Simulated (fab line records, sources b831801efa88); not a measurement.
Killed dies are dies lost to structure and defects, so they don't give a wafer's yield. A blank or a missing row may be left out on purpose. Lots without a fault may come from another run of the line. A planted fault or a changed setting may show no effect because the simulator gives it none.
fab line records | flow gf180mcu | part 1 of 2: steps 1 to 27 of 37
record lots=5 wafers=15 last_day=34
route steps=602 shown M5@531 V5@540 TOP_METAL@567
lots that met no fault: from a run of the same line without faults
start_h: hours from the record's first day to the start of the lot's first wafer shown | wait_h: hours since the lot's step before | " the same as in the row above | L1.1+2: a row that stands for several wafers | - no value, or no start given | * or withheld: withheld | < > ~ a bound
route shown NAME@n: a module of which the file shows steps, and the number in the route of the first | usual: mean/standard deviation of fault-free wafers | same: alike in all rows | chamber/n: place in a boat | sites: the reading at each site | _std_site: their standard deviation | _edge_site: outer sites' mean less inner sites' | radius_mm: how far each site lies from the wafer's centre | mask NAME#n: copy n | behind: the tool/chamber that last shaped the wafer | hold: why the lot was held/for how many hours/how that ended | device: the transistor (n, p or np) that didn't switch | end of line: the same wafers' tests at the end of the route | a step without rows: its recipe alone | killed: dies lost to structure and defects at the first sort, not the wafer's yield | map: a wafer's dies, x killed, . not, _ none there
set.NAME: the setting as run; set.NAME@STEP: as run at that earlier step | model.NAME: the simulator's own value behind a step, which no gauge read
lots at some steps of the route; a table a step, a row a wafer
services: from which hour (start_h, from the record's first day; less than 0 if before it) a tool's chamber was out of use, for how many hours, and why
## steps
# step GF_M5_PEB_05
# recipe peb_temp_c=135 peb_time_s=90 resist=KrF
# usual heater_power_total_W=85.70/0.085
# columns lot.wafer tool chamber start_h wait_h heater_power_total_W
L077.1 litho_track-02 0 - - 85.53
L077.2 " 0 " " 85.84
L077.4 " 0 " " 85.65
L081.3 litho_track-04 0 - - 85.76
L081.5 " 0 " " 85.61
L081.6 " 0 " " 85.72
L082.2 litho_track-04 0 - - 85.60
L082.3 " 0 " " 85.65
L082.6 " 0 " " 85.66
L087.1 litho_track-02 0 - - 85.73
L087.2 " 0 " " 85.72
L087.4 " 0 " " 85.63
L093.1 litho_track-02 0 - - 85.74
L093.3 " 0 " " 85.76
L093.6 " 0 " " 85.74
# step GF_M5_DEVELOP_06
# recipe develop_time_s=60 dev_temp_c=21
# columns lot.wafer tool chamber start_h wait_h
L077.1+2+4 litho_track-02 0 626.78 0.2
L081.3+5+6 litho_track-04 0 650.51 0.1
L082.2+3+6 litho_track-04 0 657.69 0.2
L087.1+2+4 litho_track-02 0 697.77 0.2
L093.1+3+6 litho_track-02 0 756.92 0.2
# step GF_M5_CD_MEAS_07
# recipe target_cd_nm=280
# usual cd_nm=279.9/1.2
# columns lot.wafer tool chamber start_h wait_h cd_nm
L077.1 cd_sem-02 - 626.93 0.1 280.9
L077.2 " - " " 280.4
L077.4 " - " " 280.7
L081.3 cd_sem-01 - 650.65 0.1 280.4
L081.5 " - " " 279.5
L081.6 " - " " 278.9
L082.2 cd_sem-02 - 657.83 0.1 281.4
L082.3 " - " " 280.2
L082.6 " - " " 282.3
L087.1 cd_sem-02 - 697.92 0.1 280.5
L087.2 " - " " 281.4
L087.4 " - " " 281.8
L093.1 cd_sem-02 - 757.07 0.1 278.6
L093.3 " - " " 278.2
L093.6 " - " " 278.1
# step GF_M5_OVL_MEAS_08
# usual M5_OVL=0/5.8
# columns lot.wafer tool chamber start_h wait_h M5_OVL[nm]
L077.1 overlay-02 - 627.05 0.1 14
L077.2 " - " " 2
L077.4 " - " " 2
L081.3 overlay-01 - 650.74 0.1 11
L081.5 " - " " 5
L081.6 " - " " 8
L082.2 overlay-02 - 657.94 0.1 11
L082.3 " - " " 9
L082.6 " - " " 11
L087.1 overlay-02 - 698.04 0.1 -4
L087.2 " - " " 5
L087.4 " - " " -6
L093.1 overlay-01 - 757.19 0.1 7
L093.3 " - " " 10
L093.6 " - " " 5
# step GF_M5_ETCH_09
# recipe chemistry=CF4/O2 target=Si3N4 target_depth_nm=52 source_w=800 bias_w=150 pressure_mtorr=150 cf4_flow_sccm=80 O2_flow_sccm=10 time_s=11.6
# usual drypump_motor_current_A=5.9/0.35 oes_product_au=0.996/0.0093 rf_fwd_power_W=785/4.3 throttle_valve_pct=5.969/0.0094
# columns lot.wafer tool chamber start_h wait_h drypump_motor_current_A oes_product_au rf_fwd_power_W rf_hours_counter_h throttle_valve_pct
L077.1 rie_diel-02 0 627.08 0.0 6.1 0.989 784 23 5.976
L077.2 " 2 " " 5.9 0.974 788 4 5.969
L077.4 " 1 " " 5.4 0.992 781 11 5.959
L081.3 rie_diel-04 0 650.77 0.0 6.0 0.995 785 10 5.974
L081.5 " 1 " " 5.8 0.990 781 - 5.961
L081.6 " 2 " " 6.6 0.999 781 - 5.980
L082.2 rie_diel-04 2 657.97 0.0 6.6 1.006 783 9 5.971
L082.3 " 3 " " 5.6 0.997 787 21 5.959
L082.6 " 0 " " 6.0 0.985 781 - 5.979
L087.1 rie_diel-04 0 698.08 0.0 6.0 0.999 778 11 5.956
L087.2 " 1 " " 5.8 1.009 779 28 5.973
L087.4 " 2 " " 6.6 1.001 784 10 5.962
L093.1 rie_diel-04 3 757.23 0.0 5.6 1.005 786 24 5.971
L093.3 " 1 " " 5.8 0.997 781 31 5.983
L093.6 " 3 " " 5.6 1.001 787 - 5.970
# step GF_M5_METAL_ETCH_10
# recipe chemistry=Cl2/BCl3 mask_material=KrF target_depth_nm=750.8 stop_on=SiO2 pressure_mtorr=8 icp_w=800 bias_w=140 Cl2_flow_sccm=80 bcl3_flow_sccm=40 time_s=125.1
# usual drypump_motor_current_A=5.8/0.44 oes_product_au=0.992/0.0055 rf_fwd_power_W=796.5/2.2 throttle_valve_pct=28.227/0.01
# columns lot.wafer tool chamber start_h wait_h drypump_motor_current_A oes_product_au rf_fwd_power_W rf_hours_counter_h throttle_valve_pct
L077.1 rie_metal-02 0 627.10 0.0 5.7 0.998 794.7 12 28.220
L077.2 " 1 " " 6.7 0.991 796.9 2 28.201
L077.4 " 0 " " 5.7 0.999 795.6 - 28.222
L081.3 rie_metal-03 1 650.83 0.1 5.5 0.992 793.1 - 28.221
L081.5 " 1 " " 5.5 0.989 794.9 - 28.236
L081.6 " 0 " " 5.5 0.996 798.3 - 28.236
L082.2 rie_metal-01 0 657.99 0.0 6.0 0.995 795.9 11 28.219
L082.3 " 0 " " 6.0 1.002 797.8 - 28.232
L082.6 " 1 " " 5.5 0.997 799.1 - 28.217
L087.1 rie_metal-03 1 698.10 0.0 5.6 0.988 794.5 15 28.229
L087.2 " 1 " " 5.5 0.982 795.7 - 28.231
L087.4 " 1 " " 5.5 0.991 795.5 - 28.244
L093.1 rie_metal-03 1 757.25 0.0 5.5 0.992 794.5 0 28.209
L093.3 " 0 " " 5.6 0.996 796.9 - 28.224
L093.6 " 0 " " 5.6 0.999 796.6 - 28.222
# step GF_M5_STRIP_11
# recipe chemistry=O2/N2 power_w=1400 pressure_mtorr=1500 platen_temp_c=250 o2_flow_sccm=3000 n2_flow_sccm=300 overash_fraction=0.5
# usual drypump_motor_current_A=5.8/0.59 heater_power_w=339/23 oes_product_au=0.523/0.005 strip_time_to_endpoint_s=7.03/0.063
# columns lot.wafer tool chamber start_h wait_h drypump_motor_current_A heater_power_w oes_product_au rf_hours_counter_h strip_time_to_endpoint_s
L077.1 plasma_asher-02 1 627.23 0.1 5.9 315 0.521 55 6.97
L077.2 " 0 " " 5.2 330 0.521 55 7.08
L077.4 " 0 " " 5.2 339 0.527 - 7.02
L081.3 plasma_asher-04 0 650.95 0.1 6.3 339 0.521 - 7.03
L081.5 " 1 " " 4.8 388 0.528 - 7.08
L081.6 " 0 " " 6.3 328 0.522 - 6.97
L082.2 plasma_asher-02 0 658.12 0.1 5.2 328 0.520 58 6.95
L082.3 " 1 " " 5.9 316 0.515 - 6.98
L082.6 " 1 " " 5.9 312 0.532 - 7.02
L087.1 plasma_asher-02 1 698.36 0.2 5.9 324 0.526 63 7.11
L087.2 " 0 " " 5.2 332 0.520 63 7.11
L087.4 " 1 " " 5.9 318 0.521 - 7.12
L093.1 plasma_asher-02 1 757.38 0.1 5.9 309 0.527 70 7.09
L093.3 " 1 " " 5.9 316 0.523 - 6.98
L093.6 " 0 " " 5.1 338 0.522 - 6.93
# step GF_M5_STRIP_12
# recipe chemistry=post_etch_residue_remover time_s=1200 temp_c=72.5
# columns lot.wafer tool chamber start_h wait_h
L077.1+2+4 wet_bench-02 0 627.33 0.1
L081.3+5+6 wet_bench-01 2 651.02 0.0
L082.2+3+6 wet_bench-03 1 658.22 0.1
L087.1+2+4 wet_bench-03 3 698.46 0.1
L093.1+3+6 wet_bench-01 0 757.48 0.1
# step GF_M5_CLEAN_13
# recipe chemistry=DIW dry=n2_spin
# columns lot.wafer tool chamber start_h wait_h
L077.1+2+4 wet_bench-03 2 627.71 0.0
L081.3+5+6 wet_bench-03 3 651.36 0.0
L082.2+3+6 wet_bench-01 3 658.56 0.0
L087.1+2+4 wet_bench-03 1 698.80 0.0
L093.1+3+6 wet_bench-03 0 757.82 0.0
# step GF_V5_CVD_00
# recipe material=SiO2 target_thk_nm=300 sigma_open_frac=0.3 temp_c=400 time_s=50 sih4_flow_sccm=60 pressure_mtorr=6
# columns lot.wafer tool chamber start_h wait_h
L077.1+2+4 hdpcvd-01 2,1,2 627.80 0.0
L081.3+5+6 hdpcvd-02 0,2,1 651.45 0.0
L082.2+3+6 hdpcvd-01 1,0,1 658.66 0.0
L087.1+2+4 hdpcvd-02 2,1,0 698.90 0.0
L093.1+3+6 hdpcvd-02 1,0,1 757.92 0.0
# step GF_V5_THK_MEAS_01
# recipe reads=SiO2_of_V5_CVD_00
# usual V5_CVD_00_THK=299/3.3
# columns lot.wafer tool chamber start_h wait_h V5_CVD_00_THK[nm]
L077.1 film_metro-01 - 627.84 0.0 300
L077.2 " - " " 304
L077.4 " - " " 302
L081.3 film_metro-02 - 651.52 0.0 295
L081.5 " - " " 296
L081.6 " - " " 290
L082.2 film_metro-02 - 658.72 0.0 300
L082.3 " - " " 300
L082.6 " - " " 301
L087.1 film_metro-01 - 698.94 0.0 303
L087.2 " - " " 300
L087.4 " - " " 302
L093.1 film_metro-02 - 757.96 0.0 291
L093.3 " - " " 297
L093.6 " - " " 295
# step GF_V5_CVD_02
# recipe material=SiO2 target_thk_nm=1450 precursor=TEOS temp_c=400 time_s=163.28 rf_w=600
# usual heater_power_w=707/77 rf_fwd_power_W=597.9/1.9
# columns lot.wafer tool chamber start_h wait_h heater_power_w rf_fwd_power_W
L077.1 pecvd-02 0 627.90 0.1 765 598.9
L077.2 " 1 " " 796 597.8
L077.4 " 2 " " 694 597.9
L081.3 pecvd-01 0 651.56 0.0 641 598.3
L081.5 " 1 " " 630 598.8
L081.6 " 2 " " 655 596.6
L082.2 pecvd-01 1 658.77 0.0 728 601.5
L082.3 " 2 " " 731 596.6
L082.6 " 2 " " 791 598.8
L087.1 pecvd-01 2 699.00 0.1 807 595.7
L087.2 " 0 " " 640 597.8
L087.4 " 0 " " 693 597.6
L093.1 pecvd-03 1 758.02 0.1 613 600.9
L093.3 " 2 " " 620 600.4
L093.6 " 0 " " 724 600.1
# step GF_V5_THK_MEAS_03
# recipe reads=SiO2_of_V5_CVD_02
# usual V5_CVD_02_THK=1455/17
# columns lot.wafer tool chamber start_h wait_h V5_CVD_02_THK[nm]
L077.1 film_metro-02 - 628.01 0.1 1468
L077.2 " - " " 1441
L077.4 " - " " 1469
L081.3 film_metro-01 - 651.69 0.1 1462
L081.5 " - " " 1468
L081.6 " - " " 1477
L082.2 film_metro-03 - 658.88 0.1 1457
L082.3 " - " " 1457
L082.6 " - " " 1490
L087.1 film_metro-01 - 699.11 0.1 1450
L087.2 " - " " 1453
L087.4 " - " " 1472
L093.1 film_metro-01 - 758.13 0.1 1446
L093.3 " - " " 1444
L093.6 " - " " 1459
# step GF_V5_CMP_04
# recipe material=SiO2 down_force_psi=4 platen_rpm=60 pad_velocity_m_s=0.94248
# usual edge_zone_pressure_frac=1.000/0.0048 motor_current_A=11.9/1.5
# columns lot.wafer tool chamber start_h wait_h edge_zone_pressure_frac motor_current_A
L077.1 cmp-02 0 628.07 0.1 0.992 11.9
L077.4 " 2 " " 0.995 12.5
L077.2 " 3 " " 1.001 10.9
L081.3 cmp-01 1 651.78 0.1 0.998 11.4
L081.6 " 0 " " 1.003 9.7
L081.5 " 1 " " 1.005 11.9
L082.2 cmp-02 2 659.00 0.1 1.000 12.4
L082.3 " 1 " " 1.002 14.2
L082.6 " 3 " " 1.007 11.2
L087.2 cmp-02 2 699.17 0.0 1.007 12.6
L087.4 " 3 " " 0.999 11.5
L087.1 " 0 " " 1.002 12.6
L093.1 cmp-01 0 758.19 0.1 1.000 9.8
L093.3 " 2 " " 1.001 13.0
L093.6 " 0 " " 0.995 8.9
# step GF_V5_BOW_MEAS_05
# recipe mode=bow
# usual V5_BOW=135/10
# columns lot.wafer tool chamber start_h wait_h V5_BOW[um]
L077.1 film_metro-02 - 628.37 0.2 149
L077.2 " - " " 149
L077.4 " - " " 150
L081.3 film_metro-03 - 652.07 0.2 126
L081.5 " - " " 123
L081.6 " - " " 129
L082.2 film_metro-01 - 659.32 0.3 133
L082.3 " - " " 139
L082.6 " - " " 132
L087.1 film_metro-03 - 699.47 0.1 128
L087.2 " - " " 126
L087.4 " - " " 129
L093.1 film_metro-02 - 758.49 0.2 144
L093.3 " - " " 129
L093.6 " - " " 140
# step GF_V5_DEHYDRATE_06
# recipe temp_c=200 time_s=60
# usual heater_power_total_W=160.37/0.13
# columns lot.wafer tool chamber start_h wait_h heater_power_total_W
L077.1 litho_track-03 0 637.71 9.3 160.39
L077.2 " 0 " " 160.53
L077.4 " 0 " " 160.22
L081.3 litho_track-03 0 660.96 8.9 160.33
L081.5 " 0 " " 160.44
L081.6 " 0 " " 160.52
L082.2 litho_track-03 0 667.69 8.4 160.37
L082.3 " 0 " " 160.57
L082.6 " 0 " " 160.23
L087.1 litho_track-04 0 707.91 8.4 160.21
L087.2 " 0 " " 160.29
L087.4 " 0 " " 160.43
L093.1 litho_track-04 0 766.21 7.7 160.32
L093.3 " 0 " " 160.38
L093.6 " 0 " " 160.50
# step GF_V5_HMDS_07
# recipe prime_time_s=60 prime_temp_c=120
# columns lot.wafer tool chamber start_h wait_h
L077.1+2+4 litho_track-03 0 637.86 0.1
L081.3+5+6 litho_track-03 0 661.11 0.1
L082.2+3+6 litho_track-03 0 667.84 0.1
L087.1+2+4 litho_track-04 0 708.06 0.1
L093.1+3+6 litho_track-04 0 766.36 0.1
# step GF_V5_COAT_08
# recipe resist=BARC temp_c=withheld time_s=withheld spin_rpm=withheld resist_thk_nm=withheld
# columns lot.wafer tool chamber start_h wait_h
L077.1+2+4 litho_track-03 0 638.01 0.1
L081.3+5+6 litho_track-03 0 661.26 0.1
L082.2+3+6 litho_track-03 0 667.99 0.1
L087.1+2+4 litho_track-04 0 708.21 0.1
L093.1+3+6 litho_track-04 0 766.51 0.1
# step GF_V5_COAT_09
# recipe resist=KrF spin_rpm=withheld resist_thk_nm=1000
# columns lot.wafer tool chamber start_h wait_h
L077.1+2+4 litho_track-03 0 - -
L081.3+5+6 litho_track-03 0 - -
L082.2+3+6 litho_track-03 0 - -
L087.1+2+4 litho_track-04 0 - -
L093.1+3+6 litho_track-04 0 - -
# step GF_V5_SOFTBAKE_10
# recipe temp_c=130 time_s=60 resist=KrF
# usual heater_power_total_W=93.05/0.06
# columns lot.wafer tool chamber start_h wait_h heater_power_total_W
L077.1 litho_track-03 0 - - 93.04
L077.2 " 0 " " 93.04
L077.4 " 0 " " 93.11
L081.3 litho_track-03 0 - - 93.08
L081.5 " 0 " " 93.08
L081.6 " 0 " " 93.11
L082.2 litho_track-03 0 - - 92.89
L082.3 " 0 " " 93.04
L082.6 " 0 " " 93.02
L087.1 litho_track-04 0 - - 93.14
L087.2 " 0 " " 93.15
L087.4 " 0 " " 92.99
L093.1 litho_track-04 0 - - 93.06
L093.3 " 0 " " 93.10
L093.6 " 0 " " 93.06
# step GF_V5_EXPOSE_11
# recipe mask_id=Via5 target_cd_nm=260 na=0.68 source_shape=conventional sigma_outer=0.6 dose_mj=38
# same na=0.68
# columns lot.wafer tool chamber start_h wait_h mask
L077.1+2+4 krf_scanner-01 0 - - Via5#0
L081.3+5+6 krf_scanner-01 0 - - Via5#0
L082.2+3+6 krf_scanner-01 0 - - Via5#0
L087.1+2+4 krf_scanner-02 0 - - Via5#0
L093.1+3+6 krf_scanner-01 0 - - Via5#0
# step GF_V5_PEB_12
# recipe peb_temp_c=135 peb_time_s=90 resist=KrF
# usual heater_power_total_W=85.71/0.085
# columns lot.wafer tool chamber start_h wait_h heater_power_total_W
L077.1 litho_track-01 0 - - 85.64
L077.2 " 0 " " 85.76
L077.4 " 0 " " 85.67
L081.3 litho_track-01 0 - - 85.71
L081.5 " 0 " " 85.79
L081.6 " 0 " " 85.65
L082.2 litho_track-04 0 - - 85.61
L082.3 " 0 " " 85.56
L082.6 " 0 " " 85.69
L087.1 litho_track-01 0 - - 85.69
L087.2 " 0 " " 85.85
L087.4 " 0 " " 85.72
L093.1 litho_track-01 0 - - 85.60
L093.3 " 0 " " 85.52
L093.6 " 0 " " 85.73
# step GF_V5_DEVELOP_13
# recipe develop_time_s=60 resist=KrF dev_temp_c=21
# columns lot.wafer tool chamber start_h wait_h
L077.1+2+4 litho_track-01 0 648.33 0.2
L081.3+5+6 litho_track-01 0 671.33 0.1
L082.2+3+6 litho_track-04 0 677.49 0.2
L087.1+2+4 litho_track-01 0 717.48 0.2
L093.1+3+6 litho_track-01 0 774.18 0.2
# step GF_V5_CD_MEAS_14
# recipe target_cd_nm=260
# usual cd_nm=260.0/1.2
# columns lot.wafer tool chamber start_h wait_h cd_nm
L077.1 cd_sem-02 - 648.48 0.1 261.7
L077.2 " - " " 261.6
L077.4 " - " " 260.5
L081.3 cd_sem-02 - 671.57 0.2 259.7
L081.5 " - " " 261.2
L081.6 " - " " 257.7
L082.2 cd_sem-02 - 677.63 0.1 261.7
L082.3 " - " " 261.5
L082.6 " - " " 261.9
L087.1 cd_sem-01 - 717.63 0.1 261.0
L087.2 " - " " 261.0
L087.4 " - " " 260.5
L093.1 cd_sem-02 - 774.33 0.1 259.9
L093.3 " - " " 259.7
L093.6 " - " " 258.2
# step GF_V5_OVL_MEAS_15
# usual V5_OVL=-1/6.8
# columns lot.wafer tool chamber start_h wait_h V5_OVL[nm]
L077.1 overlay-01 - 648.60 0.1 -1
L077.2 " - " " 10
L077.4 " - " " 8
L081.3 overlay-01 - 671.67 0.1 -8
L081.5 " - " " -10
L081.6 " - " " -1
L082.2 overlay-02 - 677.74 0.1 -5
L082.3 " - " " 5
L082.6 " - " " -11
L087.1 overlay-01 - 717.75 0.1 0
L087.2 " - " " 9
L087.4 " - " " 3
L093.1 overlay-01 - 774.45 0.1 -10
L093.3 " - " " -8
L093.6 " - " " -2
# step GF_V5_ETCH_16
# recipe chemistry=N2/H2 target_depth_a=withheld overetch_a=withheld time_s=withheld target=BARC ion_energy_ev=200 source_w=500 bias_w=100 pressure_mtorr=30 n2_flow_sccm=100 h2_flow_sccm=200
# usual drypump_motor_current_A=5.7/0.31 oes_product_au=0.855/0.0045 rf_fwd_power_W=494.4/2.2 throttle_valve_pct=13.224/0.0092
# columns lot.wafer tool chamber start_h wait_h drypump_motor_current_A oes_product_au rf_fwd_power_W throttle_valve_pct
L077.1 rie_diel-03 3 648.64 0.0 5.8 0.852 496.4 13.227
L077.2 " 1 " " 5.4 0.851 493.1 13.223
L077.4 " 2 " " 5.8 0.854 497.0 13.230
L081.3 rie_diel-02 1 671.69 0.0 5.5 0.860 493.6 13.235
L081.5 " 0 " " 6.1 0.864 492.5 13.236
L081.6 " 1 " " 5.5 0.859 495.1 13.212
L082.2 rie_diel-02 2 677.77 0.0 5.9 0.847 494.5 13.230
L082.3 " 0 " " 6.1 0.850 493.8 13.226
L082.6 " 3 " " 6.3 0.854 494.1 13.241
L087.1 rie_diel-02 2 717.79 0.0 5.9 0.855 494.0 13.224
L087.2 " 0 " " 6.1 0.849 492.6 13.219
L087.4 " 3 " " 6.3 0.861 495.6 13.228
L093.1 rie_diel-02 3 774.49 0.0 6.2 0.855 493.0 13.226
L093.3 " 1 " " 5.5 0.848 493.3 13.227
L093.6 " 2 " " 5.9 0.852 495.9 13.214
# step GF_V5_ETCH_17
# recipe chemistry=C4F8/O2/Ar mask_material=KrF target=SiO2 stop_on=TiN source_w=1500 bias_w=1200 pressure_mtorr=40 c4f8_flow_sccm=withheld O2_flow_sccm=6 Ar_flow_sccm=300 time_s=withheld target_depth_a=8550
# usual oes_product_au=0.859/0.0044 rf_fwd_power_W=1494/5.1
# columns lot.wafer tool chamber start_h wait_h oes_product_au rf_fwd_power_W
L077.1 rie_diel-03 3 - - 0.864 1485
L077.2 " 1 " " 0.851 1491
L077.4 " 2 " " 0.858 1501
L081.3 rie_diel-02 1 - - 0.857 1494
L081.5 " 0 " " 0.851 1490
L081.6 " 1 " " 0.857 1490
L082.2 rie_diel-02 2 - - 0.865 1496
L082.3 " 0 " " 0.857 1495
L082.6 " 3 " " 0.851 1495
L087.1 rie_diel-02 2 - - 0.857 1503
L087.2 " 0 " " 0.859 1487
L087.4 " 3 " " 0.856 1493
L093.1 rie_diel-02 3 - - 0.857 1492
L093.3 " 1 " " 0.861 1495
L093.6 " 2 " " 0.859 1505
